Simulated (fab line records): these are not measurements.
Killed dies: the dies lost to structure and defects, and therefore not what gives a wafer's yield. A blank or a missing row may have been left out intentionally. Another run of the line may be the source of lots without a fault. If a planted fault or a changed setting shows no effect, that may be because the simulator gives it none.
fab line records	flow sky130
record: lots: 24	wafers: 72	lastDay: 52
route steps=708 shown METAL3@563 VIA3@588 CAP2M@606 METAL5@663
lots that met no fault: from a run of the same line without faults
startH: hours from the record's opening day to when the first of the lot's shown wafers began	waitH: hours since the lot's step before	" unchanged from the row above	L1.1+2: a single row standing in for several wafers	- no value, or no start was given	* or withheld: withheld	< > ~ a bound
route shown NAME@n: a module of which the file shows steps, and the number in the route of the first	usual: mean/standard deviation taken from wafers without a fault	same: alike in all rows	chamber/n: place in a boat	sites: readings site by site	_std_site: the values' standard deviation	_edge_site: inner sites' mean taken away from outer sites' mean	radiusMm: how far each site lies from the wafer's centre	mask NAME#n: copy n	behind: the tool/chamber that last shaped the wafer	hold: why the lot went on hold/how many hours it stayed there/how the hold came to an end	device: names the non-switching transistor (n, p or np)	end of line: tests run on the same wafers once the route is complete	a step given without rows: its recipe and nothing more	killed: at the first sort, the dies lost to defects and structure; wafer yield is something else	map: dies across one wafer; x = killed, . = not, _ = none there
set.NAME: the setting as run; set.NAME@STEP: as run at that earlier step	model.NAME: the simulator's own value behind a step, which no gauge read
a sample of lots followed through the steps of the route, with each step as a table and each wafer as a row
services: from which hour (startH, from the record's first day; less than 0 if before it) a tool's chamber was out of use, for how many hours, and why
== steps ==
step: SKY_METAL3_CD_MEAS_13
recipe: targetCdNm: 300
usual: cdNm: 299.7/1.4
lot.wafer	tool	chamber	startH	waitH	cdNm
L074.1	cdSem-02	-	936.54	-	295.9
L074.4	"	-	"	"	297.8
L074.5	"	-	"	"	295.6
L075.2	cdSem-01	-	940.86	-	301.2
L075.3	"	-	"	"	300.7
L075.4	"	-	"	"	301.4
L076.4	cdSem-01	-	961.80	-	301.0
L076.5	"	-	"	"	300.8
L076.6	"	-	"	"	300.8
L077.3	cdSem-02	-	974.49	-	298.8
L077.4	"	-	"	"	301.4
L077.6	"	-	"	"	299.0
L078.4	cdSem-02	-	981.05	-	298.9
L078.5	"	-	"	"	300.9
L078.6	"	-	"	"	299.5
L079.1	cdSem-02	-	986.55	-	299.7
L079.3	"	-	"	"	298.8
L079.4	"	-	"	"	299.2
L080.1	cdSem-01	-	991.25	-	302.5
L080.2	"	-	"	"	302.2
L080.5	"	-	"	"	301.9
L081.1	cdSem-02	-	999.09	-	299.1
L081.2	"	-	"	"	300.2
L081.6	"	-	"	"	299.9
L082.1	cdSem-02	-	1002.05	-	297.3
L082.2	"	-	"	"	298.0
L082.5	"	-	"	"	297.8
L083.1	cdSem-02	-	1013.89	-	300.0
L083.5	"	-	"	"	298.6
L083.6	"	-	"	"	299.7
L084.1	cdSem-01	-	1016.99	-	297.8
L084.3	"	-	"	"	299.6
L084.5	"	-	"	"	298.6
L085.1	cdSem-01	-	1029.29	-	299.6
L085.3	"	-	"	"	299.5
L085.4	"	-	"	"	300.0
L086.2	cdSem-02	-	1029.96	-	301.2
L086.3	"	-	"	"	300.5
L086.4	"	-	"	"	300.4
L087.4	cdSem-01	-	1040.35	-	298.8
L087.5	"	-	"	"	299.9
L087.6	"	-	"	"	299.2
L088.1	cdSem-01	-	1044.25	-	299.6
L088.2	"	-	"	"	300.1
L088.5	"	-	"	"	300.3
L089.1	cdSem-01	-	1049.69	-	298.4
L089.4	"	-	"	"	298.3
L089.6	"	-	"	"	297.7
L090.1	cdSem-02	-	1059.69	-	300.7
L090.2	"	-	"	"	300.2
L090.6	"	-	"	"	300.2
L091.1	cdSem-01	-	1070.70	-	299.7
L091.2	"	-	"	"	299.8
L091.5	"	-	"	"	298.5
L093.1	cdSem-01	-	1077.15	-	299.3
L093.2	"	-	"	"	299.2
L093.5	"	-	"	"	299.3
L092.2	cdSem-02	-	1080.41	-	300.4
L092.4	"	-	"	"	301.0
L092.5	"	-	"	"	299.5
L094.1	cdSem-01	-	1083.95	-	301.8
L094.4	"	-	"	"	302.6
L094.5	"	-	"	"	302.9
L095.2	cdSem-01	-	1092.07	-	301.8
L095.3	"	-	"	"	300.9
L095.6	"	-	"	"	300.5
L096.2	cdSem-02	-	1095.22	-	301.1
L096.3	"	-	"	"	300.0
L096.6	"	-	"	"	300.9
L097.1	cdSem-02	-	1098.99	-	299.4
L097.3	"	-	"	"	298.6
L097.6	"	-	"	"	298.6
step: SKY_VIA3_ETCH_15
recipe: target: SiO2	chemistry: C4F8/O2/Ar	targetDepthNm: 507	stopOn: TiN	maskMaterial: KrF-thick	sourceW: 1500	biasW: 1200	pressureMtorr: 40	c4f8FlowSccm: withheld	O2_flow_sccm: 6	Ar_flow_sccm: 300	timeS: 78
usual: oesProductAu: 0.947/0.0048
lot.wafer	tool	chamber	startH	waitH	oesProductAu
L074.1	rieDiel-03	3	966.24	0.0	0.950
L074.4	"	2	"	"	0.955
L074.5	"	3	"	"	0.948
L075.2	rieDiel-01	0	970.49	0.0	0.948
L075.3	"	2	"	"	0.953
L075.4	"	1	"	"	0.949
L076.4	rieDiel-01	2	989.69	0.0	0.954
L076.5	"	2	"	"	0.954
L076.6	"	1	"	"	0.944
L077.3	rieDiel-02	3	1001.34	0.0	0.945
L077.4	"	2	"	"	0.946
L077.6	"	0	"	"	0.951
L078.4	rieDiel-01	2	1007.34	0.0	0.960
L078.5	"	3	"	"	0.949
L078.6	"	0	"	"	0.947
L079.1	rieDiel-03	3	1012.89	0.0	0.943
L079.3	"	2	"	"	0.948
L079.4	"	0	"	"	0.951
L080.1	rieDiel-02	1	1016.84	0.0	0.947
L080.2	"	0	"	"	0.952
L080.5	"	3	"	"	0.937
L081.1	rieDiel-02	0	1025.49	0.0	0.944
L081.2	"	2	"	"	0.951
L081.6	"	1	"	"	0.942
L082.1	rieDiel-01	3	1027.89	0.0	0.943
L082.2	"	2	"	"	0.943
L082.5	"	2	"	"	0.947
L083.1	rieDiel-01	2	1039.34	0.0	0.950
L083.5	"	2	"	"	0.941
L083.6	"	1	"	"	0.949
L084.1	rieDiel-03	1	1042.19	0.0	0.955
L084.3	"	3	"	"	0.940
L084.5	"	1	"	"	0.946
L085.1	rieDiel-02	1	1053.94	0.0	0.946
L085.3	"	3	"	"	0.940
L085.4	"	3	"	"	0.946
L086.2	rieDiel-01	1	1055.04	0.0	0.954
L086.3	"	0	"	"	0.945
L086.4	"	2	"	"	0.947
L087.4	rieDiel-01	1	1065.04	0.0	0.948
L087.5	"	3	"	"	0.951
L087.6	"	2	"	"	0.952
L088.1	rieDiel-02	0	1069.24	0.0	0.956
L088.2	"	2	"	"	0.948
L088.5	"	3	"	"	0.937
L089.1	rieDiel-03	2	1074.64	0.0	0.946
L089.4	"	1	"	"	0.951
L089.6	"	1	"	"	0.942
L090.1	rieDiel-02	2	1084.54	0.0	0.957
L090.2	"	0	"	"	0.952
L090.6	"	3	"	"	0.948
L091.1	rieDiel-03	0	1094.39	0.0	0.947
L091.2	"	2	"	"	0.950
L091.5	"	2	"	"	0.940
L093.1	rieDiel-01	0	1100.64	0.0	0.942
L093.2	"	1	"	"	0.936
L093.5	"	0	"	"	0.953
L092.2	rieDiel-01	1	1103.74	0.0	0.945
L092.4	"	0	"	"	0.942
L092.5	"	3	"	"	0.950
L094.1	rieDiel-03	0	1107.94	0.0	0.946
L094.4	"	1	"	"	0.947
L094.5	"	0	"	"	0.952
L095.2	rieDiel-01	2	1115.09	0.0	0.949
L095.3	"	1	"	"	0.942
L095.6	"	1	"	"	0.948
L096.2	rieDiel-03	1	1118.34	0.0	0.936
L096.3	"	3	"	"	0.945
L096.6	"	2	"	"	0.946
L097.1	rieDiel-02	1	1122.12	0.0	0.947
L097.3	"	3	"	"	0.950
L097.6	"	1	"	"	0.944
step: SKY_VIA3_STRIP_16
recipe: chemistry: O2/N2	powerW: 1400	pressureMtorr: 1500	platenTempC: withheld	o2FlowSccm: 3000	n2FlowSccm: 300	overashFraction: 0.5
usual: drypumpMotorCurrentA: 5.8/0.57	oesProductAu: 0.403/0.0045	stripTimeToEndpointS: 4.152/0.026
lot.wafer	tool	chamber	startH	waitH	drypumpMotorCurrentA	oesProductAu	rfHoursCounterH	stripTimeToEndpointS
L074.1	plasmaAsher-02	1	966.30	0.0	6.0	0.405	21	4.205
L074.4	"	0	"	"	5.5	0.413	-	4.221
L074.5	"	1	"	"	6.0	0.402	-	4.193
L075.2	plasmaAsher-03	0	970.55	0.0	5.0	0.402	53	4.185
L075.3	"	0	"	"	5.0	0.406	-	4.174
L075.4	"	1	"	"	6.7	0.404	-	4.152
L076.4	plasmaAsher-02	0	989.78	0.1	5.6	0.402	-	4.145
L076.5	"	1	"	"	6.0	0.404	-	4.127
L076.6	"	0	"	"	5.6	0.392	-	4.127
L077.3	plasmaAsher-02	1	1001.43	0.1	6.0	0.405	-	4.123
L077.4	"	0	"	"	5.6	0.395	-	4.120
L077.6	"	1	"	"	6.0	0.401	-	4.144
L078.4	plasmaAsher-03	1	1007.43	0.1	6.7	0.407	-	4.135
L078.5	"	0	"	"	5.0	0.400	-	4.133
L078.6	"	1	"	"	6.7	0.394	-	4.131
L079.1	plasmaAsher-01	1	1012.95	0.0	6.0	0.405	115	4.153
L079.3	"	1	"	"	6.0	0.403	-	4.178
L079.4	"	0	"	"	5.8	0.405	-	4.161
L080.1	plasmaAsher-03	0	1016.90	0.0	4.9	0.405	57	4.202
L080.2	"	1	"	"	6.7	0.409	57	4.179
L080.5	"	0	"	"	4.9	0.400	-	4.146
L081.1	plasmaAsher-02	1	1025.55	0.0	6.0	0.400	27	4.122
L081.2	"	0	"	"	5.6	0.400	27	4.088
L081.6	"	0	"	"	5.6	0.404	-	4.160
L082.1	plasmaAsher-01	0	1027.95	0.0	5.8	0.398	117	4.130
L082.2	"	1	"	"	6.0	0.410	117	4.146
L082.5	"	0	"	"	5.8	0.399	-	4.128
L083.1	plasmaAsher-03	1	1039.40	0.0	6.7	0.404	59	4.214
L083.5	"	0	"	"	5.0	0.399	-	4.222
L083.6	"	1	"	"	6.6	0.398	-	4.156
L084.1	plasmaAsher-02	1	1042.25	0.0	6.0	0.407	29	4.140
L084.3	"	1	"	"	6.0	0.405	-	4.158
L084.5	"	0	"	"	5.6	0.388	-	4.139
L085.1	plasmaAsher-01	0	1054.00	0.0	5.8	0.411	118	4.192
L085.3	"	0	"	"	5.8	0.400	-	4.167
L085.4	"	1	"	"	6.0	0.402	-	4.139
L086.2	plasmaAsher-02	0	1055.10	0.0	5.6	0.408	30	4.153
L086.3	"	0	"	"	5.6	0.404	-	4.171
L086.4	"	1	"	"	6.0	0.404	-	4.146
L087.4	plasmaAsher-03	1	1065.13	0.1	6.6	0.400	-	4.166
L087.5	"	0	"	"	5.0	0.407	-	4.164
L087.6	"	1	"	"	6.7	0.409	-	4.199
L088.1	plasmaAsher-03	1	1069.30	0.0	6.7	0.413	62	4.122
L088.2	"	0	"	"	5.0	0.410	62	4.120
L088.5	"	0	"	"	5.0	0.402	-	4.120
L089.1	plasmaAsher-03	0	1074.70	0.0	5.0	0.408	63	4.177
L089.4	"	0	"	"	5.0	0.406	-	4.157
L089.6	"	1	"	"	6.7	0.404	-	4.156
L090.1	plasmaAsher-02	1	1084.60	0.0	6.0	0.404	33	4.132
L090.2	"	0	"	"	5.6	0.403	33	4.145
L090.6	"	1	"	"	6.0	0.398	-	4.129
L091.1	plasmaAsher-01	0	1094.45	0.0	5.8	0.397	3	4.099
L091.2	"	1	"	"	6.0	0.399	3	4.162
L091.5	"	0	"	"	5.8	0.410	-	4.173
L093.1	plasmaAsher-03	0	1100.70	0.0	5.0	0.399	65	4.185
L093.2	"	1	"	"	6.6	0.409	65	4.130
L093.5	"	0	"	"	4.9	0.400	-	4.167
L092.2	plasmaAsher-03	0	1103.80	0.0	5.0	0.402	66	4.107
L092.4	"	0	"	"	5.0	0.403	-	4.138
L092.5	"	0	"	"	5.0	0.396	-	4.133
L094.1	plasmaAsher-01	1	1108.00	0.0	6.0	0.408	4	4.143
L094.4	"	0	"	"	5.8	0.399	-	4.147
L094.5	"	0	"	"	5.8	0.407	-	4.172
L095.2	plasmaAsher-01	1	1115.15	0.0	6.1	0.400	5	4.167
L095.3	"	1	"	"	6.1	0.399	-	4.148
L095.6	"	1	"	"	6.0	0.405	-	4.115
L096.2	plasmaAsher-03	0	1118.40	0.0	5.0	0.400	67	4.146
L096.3	"	1	"	"	6.7	0.403	-	4.166
L096.6	"	0	"	"	5.0	0.403	-	4.144
L097.1	plasmaAsher-02	1	1122.18	0.0	6.0	0.405	37	4.156
L097.3	"	0	"	"	5.5	0.409	-	4.145
L097.6	"	1	"	"	6.0	0.406	-	4.163
step: SKY_CAP2M_RS_MEAS_03
recipe: thkMeasGauge: four-point-probe	reads: TiN_of_CAP2M_SPUTTER_02
usual: CAP2M_TIN_RS: 6.93/0.063
lot.wafer	tool	chamber	startH	waitH	CAP2M_TIN_RS[ohm/sq]
L074.1	filmMetro-04	-	968.02	0.1	6.84
L074.4	"	-	"	"	6.93
L074.5	"	-	"	"	6.89
L075.2	filmMetro-03	-	972.21	0.1	6.89
L075.3	"	-	"	"	7.00
L075.4	"	-	"	"	6.96
L076.4	filmMetro-02	-	991.72	0.1	7.01
L076.5	"	-	"	"	6.95
L076.6	"	-	"	"	6.99
L077.3	filmMetro-02	-	1003.05	0.1	6.91
L077.4	"	-	"	"	6.95
L077.6	"	-	"	"	6.94
L078.4	filmMetro-04	-	1009.07	0.1	6.93
L078.5	"	-	"	"	6.87
L078.6	"	-	"	"	6.85
L079.1	filmMetro-04	-	1014.55	0.1	6.93
L079.3	"	-	"	"	6.97
L079.4	"	-	"	"	6.88
L080.1	filmMetro-04	-	1018.56	0.1	7.01
L080.2	"	-	"	"	6.98
L080.5	"	-	"	"	6.92
L081.1	filmMetro-04	-	1027.16	0.1	6.92
L081.2	"	-	"	"	6.98
L081.6	"	-	"	"	6.95
L082.1	filmMetro-04	-	1029.56	0.1	7.03
L082.2	"	-	"	"	6.99
L082.5	"	-	"	"	6.95
L083.1	filmMetro-02	-	1041.06	0.1	6.99
L083.5	"	-	"	"	6.98
L083.6	"	-	"	"	6.94
L084.1	filmMetro-03	-	1043.87	0.1	7.00
L084.3	"	-	"	"	6.95
L084.5	"	-	"	"	6.96
L085.1	filmMetro-03	-	1055.61	0.1	6.91
L085.3	"	-	"	"	7.00
L085.4	"	-	"	"	6.95
L086.2	filmMetro-04	-	1056.74	0.1	6.93
L086.3	"	-	"	"	6.91
L086.4	"	-	"	"	6.92
L087.4	filmMetro-03	-	1066.79	0.1	7.03
L087.5	"	-	"	"	6.92
L087.6	"	-	"	"	6.83
L088.1	filmMetro-03	-	1070.91	0.1	6.93
L088.2	"	-	"	"	6.87
L088.5	"	-	"	"	6.88
L089.1	filmMetro-04	-	1076.39	0.1	6.90
L089.4	"	-	"	"	6.95
L089.6	"	-	"	"	6.91
L090.1	filmMetro-04	-	1086.21	0.1	6.93
L090.2	"	-	"	"	6.94
L090.6	"	-	"	"	6.85
L091.1	filmMetro-02	-	1096.07	0.1	6.97
L091.2	"	-	"	"	6.92
L091.5	"	-	"	"	6.99
L093.1	filmMetro-04	-	1102.35	0.1	6.78
L093.2	"	-	"	"	6.82
L093.5	"	-	"	"	6.73
L092.2	filmMetro-02	-	1105.43	0.1	6.83
L092.4	"	-	"	"	6.86
L092.5	"	-	"	"	6.86
L094.1	filmMetro-03	-	1109.69	0.1	6.92
L094.4	"	-	"	"	7.02
L094.5	"	-	"	"	6.95
L095.2	filmMetro-03	-	1116.81	0.1	7.04
L095.3	"	-	"	"	6.94
L095.6	"	-	"	"	7.06
L096.2	filmMetro-03	-	1120.04	0.1	6.95
L096.3	"	-	"	"	6.96
L096.6	"	-	"	"	6.97
L097.1	filmMetro-03	-	1123.88	0.1	6.84
L097.3	"	-	"	"	6.86
L097.6	"	-	"	"	6.80
step: SKY_METAL5_SPUTTER_02
recipe: material: AlCu	targetThkNm: 1150	powerW: 10600	timeS: 61.2	chamberPressurePa: 0.4
usual: throttleValvePct: 30.2/1.1
lot.wafer	tool	chamber	startH	waitH	throttleValvePct
L074.1	pvdSputter-03	-	1043.77	0.0	30.8
L074.4	"	-	"	"	27.6
L074.5	"	-	"	"	31.0
L075.2	pvdSputter-04	-	1048.24	0.0	31.3
L075.3	"	-	"	"	29.7
L075.4	"	-	"	"	30.2
L076.4	pvdSputter-02	-	1065.89	0.0	30.9
L076.5	"	-	"	"	29.5
L076.6	"	-	"	"	31.2
L077.3	pvdSputter-03	-	1076.84	0.0	28.0
L077.4	"	-	"	"	27.8
L077.6	"	-	"	"	30.2
L078.4	pvdSputter-03	-	1083.00	0.0	29.9
L078.5	"	-	"	"	27.9
L078.6	"	-	"	"	30.8
L079.1	pvdSputter-04	-	1087.55	0.0	29.5
L079.3	"	-	"	"	29.5
L079.4	"	-	"	"	30.4
L080.1	pvdSputter-04	-	1090.11	0.0	29.5
L080.2	"	-	"	"	30.6
L080.5	"	-	"	"	30.3
L081.1	pvdSputter-03	-	1098.75	0.0	29.8
L081.2	"	-	"	"	27.8
L081.6	"	-	"	"	30.1
L082.1	pvdSputter-04	-	1099.64	0.0	30.5
L082.2	"	-	"	"	29.3
L082.5	"	-	"	"	29.5
L083.1	pvdSputter-04	-	1112.44	0.0	29.8
L083.5	"	-	"	"	29.7
L083.6	"	-	"	"	31.1
L084.1	pvdSputter-03	-	1113.84	0.0	27.8
L084.3	"	-	"	"	29.9
L084.5	"	-	"	"	27.9
L086.2	pvdSputter-03	-	1125.73	0.0	30.1
L086.3	"	-	"	"	30.6
L086.4	"	-	"	"	27.5
L085.1	pvdSputter-03	-	1126.58	0.0	30.8
L085.3	"	-	"	"	27.8
L085.4	"	-	"	"	30.2
L087.4	pvdSputter-03	-	1135.89	0.0	27.7
L087.5	"	-	"	"	30.6
L087.6	"	-	"	"	27.9
L088.1	pvdSputter-03	-	1139.09	0.0	30.8
L088.2	"	-	"	"	27.8
L088.5	"	-	"	"	31.0
L089.1	pvdSputter-04	-	1144.00	0.0	30.6
L089.4	"	-	"	"	31.1
L089.6	"	-	"	"	29.8
L090.1	pvdSputter-03	-	1153.54	0.0	28.0
L090.2	"	-	"	"	29.9
L090.6	"	-	"	"	27.8
L091.1	pvdSputter-02	-	1162.70	0.0	29.4
L091.2	"	-	"	"	31.1
L091.5	"	-	"	"	31.0
L093.1	pvdSputter-03	-	1168.26	0.0	31.0
L093.2	"	-	"	"	30.9
L093.5	"	-	"	"	30.7
L092.2	pvdSputter-02	-	1170.19	0.0	29.4
L092.4	"	-	"	"	30.9
L092.5	"	-	"	"	29.4
L094.1	pvdSputter-04	-	1173.58	0.0	29.7
L094.4	"	-	"	"	29.7
L094.5	"	-	"	"	30.3
L095.2	pvdSputter-02	-	1180.78	0.0	31.3
L095.3	"	-	"	"	30.8
L095.6	"	-	"	"	30.7
L096.2	pvdSputter-02	-	1183.57	0.0	32.3
L096.3	"	-	"	"	31.0
L096.6	"	-	"	"	32.5
L097.1	pvdSputter-02	-	1186.87	0.0	30.7
L097.3	"	-	"	"	32.1
L097.6	"	-	"	"	31.1
step: SKY_METAL5_METAL_ETCH_15
recipe: targetDepthA: 12600	stopOn: SiO2	overEtchFrac: 0.2	timeS: 252	chemistry: Cl2/BCl3	resistSidewallDeg: 86	pressureMtorr: 10	icpW: 900	biasW: 48.5	Cl2_flow_sccm: 60	bcl3FlowSccm: 30
usual: drypumpMotorCurrentA: 6.1/0.31	oesProductAu: 0.894/0.0043	throttleValvePct: 22.264/0.0091
same: overEtchFrac: 0.2
lot.wafer	tool	chamber	startH	waitH	drypumpMotorCurrentA	oesProductAu	rfHoursCounterH	throttleValvePct
L074.1	rieMetal-04	0	1066.08	0.0	6.2	0.896	15	22.252
L074.4	"	1	"	"	5.7	0.897	-	22.268
L074.5	"	0	"	"	6.2	0.894	-	22.279
L075.2	rieMetal-03	1	1070.98	0.0	6.6	0.902	20	22.263
L075.3	"	0	"	"	5.9	0.888	-	22.272
L075.4	"	1	"	"	6.6	0.895	-	22.259
L076.4	rieMetal-02	0	1088.11	0.1	5.8	0.892	-	22.261
L076.5	"	1	"	"	6.1	0.905	-	22.265
L076.6	"	0	"	"	5.8	0.889	-	22.253
L077.3	rieMetal-03	0	1098.76	0.1	5.9	0.900	-	22.267
L077.4	"	1	"	"	6.6	0.896	-	22.258
L077.6	"	0	"	"	5.9	0.890	-	22.257
L078.4	rieMetal-03	1	1104.70	0.3	6.6	0.895	-	22.271
L078.5	"	1	"	"	6.6	0.895	-	22.274
L078.6	"	1	"	"	6.6	0.891	-	22.269
L079.1	rieMetal-04	0	1108.93	0.0	6.2	0.890	19	22.247
L079.3	"	1	"	"	5.7	0.900	-	22.273
L079.4	"	0	"	"	6.2	0.892	-	22.262
L080.1	rieMetal-02	0	1111.78	0.0	5.9	0.897	15	22.255
L080.2	"	1	"	"	6.1	0.891	19	22.265
L080.5	"	0	"	"	5.8	0.890	-	22.269
L081.1	rieMetal-02	1	1120.48	0.0	6.1	0.900	19	22.256
L081.2	"	0	"	"	5.8	0.891	16	22.250
L081.6	"	0	"	"	5.8	0.890	-	22.267
L082.1	rieMetal-03	1	1121.53	0.0	6.6	0.897	23	22.258
L082.2	"	0	"	"	5.9	0.883	6	22.251
L082.5	"	0	"	"	5.9	0.887	-	22.261
L083.1	rieMetal-04	1	1132.93	0.0	5.7	0.898	27	22.256
L083.5	"	0	"	"	6.2	0.901	-	22.257
L083.6	"	1	"	"	5.7	0.901	-	22.255
L084.1	rieMetal-03	0	1135.18	0.0	5.9	0.896	6	22.266
L084.3	"	1	"	"	6.6	0.894	-	22.278
L084.5	"	1	"	"	6.6	0.891	-	22.273
L086.2	rieMetal-03	1	1146.13	0.0	6.6	0.898	24	22.264
L086.3	"	1	"	"	6.6	0.898	-	22.259
L086.4	"	0	"	"	5.9	0.893	-	22.258
L085.1	rieMetal-04	1	1146.78	0.0	5.7	0.897	28	22.260
L085.3	"	1	"	"	5.7	0.896	-	22.267
L085.4	"	0	"	"	6.2	0.897	-	22.288
L087.4	rieMetal-04	0	1156.26	0.1	6.2	0.895	-	22.270
L087.5	"	1	"	"	5.7	0.890	-	22.250
L087.6	"	0	"	"	6.2	0.893	-	22.262
L088.1	rieMetal-04	1	1159.73	0.0	5.8	0.895	30	22.265
L088.2	"	0	"	"	6.2	0.897	23	22.274
L088.5	"	1	"	"	5.7	0.889	-	22.274
L089.1	rieMetal-03	1	1164.03	0.0	6.6	0.891	26	22.273
L089.4	"	1	"	"	6.6	0.887	-	22.260
L089.6	"	0	"	"	5.9	0.897	-	22.259
L090.1	rieMetal-04	0	1172.78	0.0	6.2	0.895	24	22.273
L090.2	"	1	"	"	5.7	0.894	31	22.261
L090.6	"	0	"	"	6.2	0.892	-	22.261
L091.1	rieMetal-02	0	1181.58	0.0	5.8	0.897	20	22.263
L091.2	"	1	"	"	6.1	0.901	24	22.263
L091.5	"	0	"	"	5.8	0.899	-	22.280
L093.1	rieMetal-03	0	1187.03	0.0	5.9	0.899	11	22.261
L093.2	"	1	"	"	6.6	0.894	28	22.264
L093.5	"	0	"	"	5.9	0.891	-	22.270
L092.2	rieMetal-02	0	1188.13	0.0	5.9	0.898	21	22.262
L092.4	"	0	"	"	5.8	0.894	-	22.252
L092.5	"	1	"	"	6.1	0.893	-	22.272
L094.1	rieMetal-02	0	1192.56	0.1	5.9	0.887	22	22.269
L094.4	"	0	"	"	5.8	0.887	-	22.274
L094.5	"	0	"	"	5.8	0.896	-	22.256
L095.2	rieMetal-02	0	1199.29	0.1	5.8	0.892	-	22.265
L095.3	"	0	"	"	5.8	0.892	-	22.259
L095.6	"	0	"	"	5.9	0.893	-	22.263
L096.2	rieMetal-03	1	1201.73	0.0	6.6	0.899	29	22.260
L096.3	"	0	"	"	5.9	0.898	-	22.262
L096.6	"	1	"	"	6.6	0.902	-	22.248
L097.1	rieMetal-04	1	1204.29	0.0	5.7	0.893	34	22.258
L097.3	"	0	"	"	6.2	0.893	-	22.262
L097.6	"	1	"	"	5.7	0.892	-	22.279
== services ==
tool	chamber	startH	hours	kind
rieDiel-02	3	943.43	16.5	repair
rieDiel-01	-	949.81	0.5	repair
rieDiel-01	1	951.69	5.0	repair
pvdSputter-04	-	951.74	1.5	repair
plasmaAsher-02	-	951.94	1.3	repair
rieDiel-03	1	967.80	5.9	repair
rieMetal-04	-	984.08	0.1	repair
pvdSputter-03	-	995.65	5.8	repair
rieDiel-02	3	1004.32	8.2	repair
pvdSputter-03	-	1008.55	3.4	repair
rieDiel-01	0	1016.83	21.2	repair
plasmaAsher-03	-	1023.54	6.3	repair
rieDiel-01	1	1075.17	5.0	repair
plasmaAsher-02	-	1078.47	2.8	pm
rieMetal-03	-	1080.31	14.6	pm
rieMetal-03	0	1099.71	6.9	repair
pvdSputter-03	-	1104.24	5.4	repair
plasmaAsher-03	-	1132.28	29.9	pm
rieDiel-01	-	1135.80	0.4	repair
rieDiel-01	-	1143.32	2.8	pm
plasmaAsher-02	-	1154.68	0.9	repair
rieDiel-01	2	1168.08	35.9	repair
pvdSputter-03	-	1169.75	2.9	repair
pvdSputter-03	-	1179.89	3.1	repair
== key ==
fault none
